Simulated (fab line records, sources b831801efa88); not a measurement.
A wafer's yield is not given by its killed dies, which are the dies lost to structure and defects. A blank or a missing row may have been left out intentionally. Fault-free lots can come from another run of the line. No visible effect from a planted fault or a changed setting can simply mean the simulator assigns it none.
Problem report, 8D (eight disciplines) form, completed by code	flow sfq line	the parts of the form that need people (team, actions taken, sign-off) are left out

## 1. WHAT WENT WRONG
At SFQ_TRILAYER_INCOMING_OXIDATION_002, tube center temp C averages 1011 C over 6 wafers from 2 lots, while fault-free wafers read 1000 C, standard deviation 0.078. So: +99 or more standard deviations from the usual mean.
The step: target thk 500 nm, ox time 4939 s.
Seen first at day 3 22:07 on furnace-02, wafer L890.2. The record has a number at this step for 18 wafers belonging to 6 lots. The rule behind "out" and "out of limits": a value lying over 4 standard deviations away from the usual mean. Any other wafer with a number is counted as sound.

## 2. WHAT IT IS; WHAT IT IS NOT
question	is	is not
which readings at this step	tube center temp C, spike tc bottom C, spike tc centre C, spike tc lower C, spike tc upper C, tube_center_temp_C_max	zone power top pct
which lots	L890, L893	L878, L883, L894, L900
which wafers of those lots	all that have a number	-
read on which tools	furnace-02	furnace-01
when	from day 3 22:07	up to then (6 sound wafers); but 6 sound wafers of L894, L900 came after

## 3. WHAT RULES OUT EACH SUSPECT
Counting: any tool at a process step up to the reading is kept as a suspect provided that every lot that is out went through it and no sound lot did after the first of them.
- furnace-02 at SFQ_TRILAYER_INCOMING_OXIDATION_002 (target thk 500 nm, ox time 4939 s): kept. Every lot that is out went through it, starting with L890 (day 3 22:07), and after that it ran no sound lot; the last sound lot it ran before then is L883 (day 2 11:07). Its own readings are out on those wafers: spike tc bottom C, spike tc centre C, spike tc lower C, spike tc upper C, tube center temp C, tube_center_temp_C_max.
The count leaves furnace-02 at SFQ_TRILAYER_INCOMING_OXIDATION_002.

## 4. THE CAUSE (what the simulator had put in)
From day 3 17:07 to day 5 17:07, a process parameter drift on furnace-02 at SFQ_TRILAYER_INCOMING_OXIDATION_002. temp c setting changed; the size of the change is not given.
Counting left only this tool.

## 5. THE CHAIN OF EFFECTS, in route order
Rows list readings where the struck wafers' mean (over those with a number) sits beyond 3 standard deviations from the usual. Readings are gone through only where the record gives a usual standard deviation; hours: the median, over the lots, of the time from a lot's start at the first step in this table giving one to that lot's start at this step; sigmas: the change measured in usual standard deviations.
hours	step	reading	usual	on struck wafers	change	sigmas
0	SFQ_TRILAYER_INCOMING_OXIDATION_002	spike tc bottom C	1017.9 C	1029.4	+11.5	+10
0	SFQ_TRILAYER_INCOMING_OXIDATION_002	spike tc centre C	1001.1 C	1012.4	+11.3	+10
0	SFQ_TRILAYER_INCOMING_OXIDATION_002	spike tc lower C	1001.4 C	1010.5	+9.1	+6.5
0	SFQ_TRILAYER_INCOMING_OXIDATION_002	spike tc top C	1011.3 C	1019.8	+8.5	+4.2
0	SFQ_TRILAYER_INCOMING_OXIDATION_002	spike tc upper C	1000.8 C	1013.4	+12.6	+8.4
0	SFQ_TRILAYER_INCOMING_OXIDATION_002	tube center temp C	1000 C	1011	+11	+99 or more
0	SFQ_TRILAYER_INCOMING_OXIDATION_002	tube_center_temp_C_max	1002.5	1013.0	+10.5	+28
Its process steps:
- SFQ_TRILAYER_INCOMING_OXIDATION_002: target thk 500 nm, ox time 4939 s.

## 6. WHAT WOULD HAVE CAUGHT IT SOONER
In this record no reading fell out of limits until day 3 22:07, 5 hours after the fault had begun at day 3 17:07.
